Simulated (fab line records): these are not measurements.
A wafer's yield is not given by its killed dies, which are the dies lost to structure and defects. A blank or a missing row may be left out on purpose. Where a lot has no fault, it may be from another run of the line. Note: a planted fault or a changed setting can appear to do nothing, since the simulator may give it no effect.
fab line records -- flow sfq_line
record lots=15, wafers=44, last_day=81
route steps=325 shown M0@29
lots that met no fault: from a run of the same line without faults
start_h: hours from the record's opening day to when the first of the lot's shown wafers began -- wait_h: hours elapsed since this lot's preceding step -- " identical to the entry in the row above -- L1.1+2: a row that stands for several wafers -- - value missing, or start not given -- * or withheld: withheld -- < > ~ a bound
route shown NAME@n: a module of which the file shows steps, and the number in the route of the first -- usual: the fault-free wafers' mean and standard deviation -- same: alike in all rows -- chamber/n: place in a boat -- sites: each site's reading -- _std_site: the standard deviation of these -- _edge_site: outer sites' mean less inner sites' -- radius_mm: how far each site lies from the wafer's centre -- mask NAME#n: copy n -- behind: the tool/chamber that last shaped the wafer -- hold: what put the lot on hold/how long, in hours/how the hold closed -- device: which transistor (n, p or np) failed to switch -- end of line: at the end of the route, the tests of the same wafers -- a step given without rows: its recipe and nothing more -- killed: not the wafer's yield, but the dies lost to structure and defects at the first sort -- map: the dies of a wafer, with x for killed, . for not killed, _ for no die there
set.NAME: the setting as run; set.NAME@STEP: as run at that earlier step -- model.NAME: the simulator's own value behind a step, which no gauge read
the route's steps for a sample of lots (tables are steps, rows are wafers)
services: from which hour (start_h, from the record's first day; less than 0 if before it) a tool's chamber was out of use, for how many hours, and why
## steps
# step SFQ_TRILAYER_M0_DEP_SPUTTER_019
# recipe material=Nb, base_pressure_pa=1.33e-06, chamber_pressure_pa=0.1333, substrate_temp_c=20, resputter_cathode_voltage_v=400, target_thk_nm=200, power_w=2000, time_s=133.3
# usual throttle_valve_pct=30.1/1.4
lot.wafer,tool,chamber,start_h,wait_h,throttle_valve_pct
L759.2,pvd_sputter-06,-,94.88,0.0,29.1
L759.4,pvd_sputter-06,-,94.88,0.0,31.1
L759.6,pvd_sputter-06,-,94.88,0.0,29.1
L760.3,pvd_sputter-03,-,96.08,0.0,30.6
L760.4,pvd_sputter-03,-,96.08,0.0,28.2
L760.5,pvd_sputter-03,-,96.08,0.0,30.4
L761.3,pvd_sputter-04,-,161.20,0.0,31.3
L761.4,pvd_sputter-04,-,161.20,0.0,30.4
L761.5,pvd_sputter-04,-,161.20,0.0,31.3
L763.2,pvd_sputter-06,-,191.46,0.0,30.9
L763.3,pvd_sputter-06,-,191.46,0.0,28.7
L763.5,pvd_sputter-06,-,191.46,0.0,29.0
L764.4,pvd_sputter-03,-,197.45,0.0,28.1
L764.5,pvd_sputter-03,-,197.45,0.0,32.3
L764.6,pvd_sputter-03,-,197.45,0.0,30.4
L770.1,pvd_sputter-03,-,241.80,0.0,28.2
L770.4,pvd_sputter-03,-,241.80,0.0,30.7
L770.5,pvd_sputter-03,-,241.80,0.0,30.4
L772.1,pvd_sputter-03,-,257.95,0.0,32.3
L772.3,pvd_sputter-03,-,257.95,0.0,28.1
L772.4,pvd_sputter-03,-,257.95,0.0,30.3
L773.1,pvd_sputter-03,-,268.75,0.0,32.1
L773.6,pvd_sputter-03,-,268.75,0.0,28.1
L775.2,pvd_sputter-06,-,280.75,0.0,28.9
L775.5,pvd_sputter-06,-,280.75,0.0,29.0
L775.6,pvd_sputter-06,-,280.75,0.0,28.8
L776.1,pvd_sputter-04,-,289.35,0.0,31.1
L776.5,pvd_sputter-04,-,289.35,0.0,31.7
L776.6,pvd_sputter-04,-,289.35,0.0,31.0
L777.1,pvd_sputter-06,-,295.06,0.0,31.0
L777.3,pvd_sputter-06,-,295.06,0.0,28.7
L777.5,pvd_sputter-06,-,295.06,0.0,28.9
L779.2,pvd_sputter-06,-,308.26,0.0,29.0
L779.4,pvd_sputter-06,-,308.26,0.0,29.0
L779.5,pvd_sputter-06,-,308.26,0.0,28.9
L780.1,pvd_sputter-06,-,315.46,0.0,28.8
L780.2,pvd_sputter-06,-,315.46,0.0,28.9
L780.3,pvd_sputter-06,-,315.46,0.0,30.9
L781.1,pvd_sputter-06,-,320.27,0.0,29.0
L781.4,pvd_sputter-06,-,320.27,0.0,28.8
L781.5,pvd_sputter-06,-,320.27,0.0,31.2
L782.2,pvd_sputter-04,-,329.86,0.0,31.9
L782.4,pvd_sputter-04,-,329.86,0.0,31.2
L782.5,pvd_sputter-04,-,329.86,0.0,31.1
# step SFQ_M0_RS_MEAS_904
# recipe thk_meas_gauge=four-point-probe, reads=Nb_of_TRILAYER_M0_DEP_SPUTTER_019
# usual M0_NB_RS=0.884/0.011
lot.wafer,tool,chamber,start_h,wait_h,M0_NB_RS[ohm/sq]
L759.2,film_metro-04,-,94.99,0.1,0.885
L759.4,film_metro-04,-,94.99,0.1,0.880
L759.6,film_metro-04,-,94.99,0.1,0.890
L760.3,film_metro-02,-,96.21,0.1,0.882
L760.4,film_metro-02,-,96.21,0.1,0.882
L760.5,film_metro-02,-,96.21,0.1,0.885
L761.3,film_metro-04,-,161.33,0.1,0.886
L761.4,film_metro-04,-,161.33,0.1,0.890
L761.5,film_metro-04,-,161.33,0.1,0.898
L763.2,film_metro-04,-,191.58,0.1,0.873
L763.3,film_metro-04,-,191.58,0.1,0.885
L763.5,film_metro-04,-,191.58,0.1,0.895
L764.4,film_metro-02,-,197.60,0.1,0.879
L764.5,film_metro-02,-,197.60,0.1,0.878
L764.6,film_metro-02,-,197.60,0.1,0.875
L770.1,film_metro-03,-,241.89,0.0,0.636
L770.4,film_metro-03,-,241.89,0.0,0.887
L770.5,film_metro-03,-,241.89,0.0,0.888
L772.1,film_metro-03,-,258.04,0.0,0.630
L772.3,film_metro-03,-,258.04,0.0,0.891
L772.4,film_metro-03,-,258.04,0.0,0.882
L773.1,film_metro-03,-,268.84,0.0,0.625
L773.6,film_metro-03,-,268.84,0.0,0.628
L775.2,film_metro-04,-,280.86,0.1,0.866
L775.5,film_metro-04,-,280.86,0.1,0.870
L775.6,film_metro-04,-,280.86,0.1,0.883
L776.1,film_metro-03,-,289.44,0.0,0.902
L776.5,film_metro-03,-,289.44,0.0,0.896
L776.6,film_metro-03,-,289.44,0.0,0.900
L777.1,film_metro-02,-,295.15,0.0,0.883
L777.3,film_metro-02,-,295.15,0.0,0.887
L777.5,film_metro-02,-,295.15,0.0,0.890
L779.2,film_metro-03,-,308.37,0.1,0.893
L779.4,film_metro-03,-,308.37,0.1,0.879
L779.5,film_metro-03,-,308.37,0.1,0.878
L780.1,film_metro-04,-,315.55,0.0,0.870
L780.2,film_metro-04,-,315.55,0.0,0.874
L780.3,film_metro-04,-,315.55,0.0,0.882
L781.1,film_metro-03,-,320.37,0.0,0.881
L781.4,film_metro-03,-,320.37,0.0,0.865
L781.5,film_metro-03,-,320.37,0.0,0.876
L782.2,film_metro-04,-,329.97,0.1,0.880
L782.4,film_metro-04,-,329.97,0.1,0.885
L782.5,film_metro-04,-,329.97,0.1,0.888
# step SFQ_TRILAYER_M0_ETCH_METAL_ETCH_024
# recipe target=Nb, stop_on=SiO2, mask_material=PR, chemistry=Cl2/Ar, target_depth_nm=240, icp_w=600, bias_w=80, pressure_mtorr=10, time_s=120
# usual drypump_motor_current_A=5.9/0.31, oes_product_au=0.898/0.0077
# same time_s=120
lot.wafer,tool,chamber,start_h,wait_h,drypump_motor_current_A,oes_product_au,rf_hours_counter_h
L759.2,rie_metal-03,1,184.62,0.0,6.3,0.900,9
L759.4,rie_metal-03,0,184.62,0.0,5.5,0.891,-
L759.6,rie_metal-03,0,184.62,0.0,5.5,0.897,-
L760.3,rie_metal-03,1,187.06,0.1,6.3,0.898,-
L760.4,rie_metal-03,0,187.06,0.1,5.5,0.904,-
L760.5,rie_metal-03,0,187.06,0.1,5.6,0.902,-
L761.3,rie_metal-04,0,262.06,0.1,6.3,0.890,-
L761.4,rie_metal-04,0,262.06,0.1,6.3,0.899,-
L761.5,rie_metal-04,0,262.06,0.1,6.3,0.890,-
L763.2,rie_metal-03,1,293.12,0.0,6.3,0.903,24
L763.3,rie_metal-03,0,293.12,0.0,5.5,0.890,-
L763.5,rie_metal-03,1,293.12,0.0,6.3,0.897,-
L764.4,rie_metal-01,1,294.36,0.1,5.7,0.894,-
L764.5,rie_metal-01,1,294.36,0.1,5.7,0.902,-
L764.6,rie_metal-01,0,294.36,0.1,5.8,0.900,-
L770.1,rie_metal-04,0,301.52,0.0,6.3,1.012,115
L770.4,rie_metal-04,1,301.52,0.0,5.7,0.899,-
L770.5,rie_metal-04,0,301.52,0.0,6.3,0.895,-
L772.1,rie_metal-01,1,305.13,0.0,5.7,1.005,91
L772.3,rie_metal-01,0,305.13,0.0,5.8,0.892,-
L772.4,rie_metal-01,1,305.13,0.0,5.8,0.898,-
L773.1,rie_metal-03,0,306.45,0.1,5.6,1.013,68
L773.6,rie_metal-03,0,306.45,0.1,5.5,1.021,-
L775.2,rie_metal-03,0,308.72,0.0,5.6,0.909,69
L775.5,rie_metal-03,1,308.72,0.0,6.3,0.906,-
L775.6,rie_metal-03,0,308.72,0.0,5.6,0.900,-
L776.1,rie_metal-04,0,309.92,0.0,6.3,0.885,117
L776.5,rie_metal-04,1,309.92,0.0,5.7,0.893,-
L776.6,rie_metal-04,0,309.92,0.0,6.3,0.886,-
L777.1,rie_metal-01,1,311.33,0.0,5.7,0.890,92
L777.3,rie_metal-01,1,311.33,0.0,5.7,0.897,-
L777.5,rie_metal-01,1,311.33,0.0,5.7,0.893,-
L779.2,rie_metal-04,0,313.52,0.0,6.3,0.884,118
L779.4,rie_metal-04,1,313.52,0.0,5.7,0.902,-
L779.5,rie_metal-04,0,313.52,0.0,6.3,0.901,-
L780.1,rie_metal-01,0,318.08,0.0,5.8,0.901,59
L780.2,rie_metal-01,1,318.08,0.0,5.7,0.899,93
L780.3,rie_metal-01,0,318.08,0.0,5.8,0.898,-
L781.1,rie_metal-03,0,322.89,0.0,5.6,0.900,72
L781.4,rie_metal-03,0,322.89,0.0,5.5,0.912,-
L781.5,rie_metal-03,0,322.89,0.0,5.6,0.902,-
L782.2,rie_metal-01,1,332.48,0.0,5.7,0.897,96
L782.4,rie_metal-01,0,332.48,0.0,5.8,0.909,-
L782.5,rie_metal-01,0,332.48,0.0,5.8,0.895,-
## services
tool,chamber,start_h,hours,kind
rie_metal-03,1,88.44,22.6,repair
rie_metal-03,0,89.76,2.1,repair
pvd_sputter-06,-,104.58,1.2,repair
rie_metal-03,1,111.08,-,clean
rie_metal-03,1,111.08,13.3,scheduled_down
rie_metal-03,1,111.08,13.3,vent_cycle
pvd_sputter-04,-,123.44,7.9,repair
pvd_sputter-03,-,189.83,4.6,repair
pvd_sputter-04,-,201.76,7.9,repair
rie_metal-04,1,246.56,21.5,repair
rie_metal-03,1,270.88,12.7,repair
pvd_sputter-04,-,272.09,2.9,repair
pvd_sputter-03,-,287.11,3.2,repair
pvd_sputter-04,-,293.06,34.3,repair
pvd_sputter-04,-,325.80,3.1,repair
## key
first_sign step=SFQ_M0_RS_MEAS_904, reading=M0_NB_RS, direction=down, sigmas=24, usual=0.884, struck=0.630
effect step=SFQ_TRILAYER_M0_ETCH_METAL_ETCH_024, reading=oes_product_au, direction=up, sigmas=15, usual=0.898, struck=1.013
met_at SFQ_TRILAYER_M0_DEP_SPUTTER_019
struck_lots L770,L772,L773
struck_wafers L770.1,L772.1,L773.1,L773.6
onset_between 197.45 241.80
fault kind=process_parameter_drift, tool=pvd_sputter-03, chamber=-, onset_h=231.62, steps=SFQ_TRILAYER_M0_DEP_SPUTTER_019, channel=target_thk_nm, offset=79.415, shape=step, end_h=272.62, scope=struck_wafers_only, acts_in=these_recipes_only, stated=200
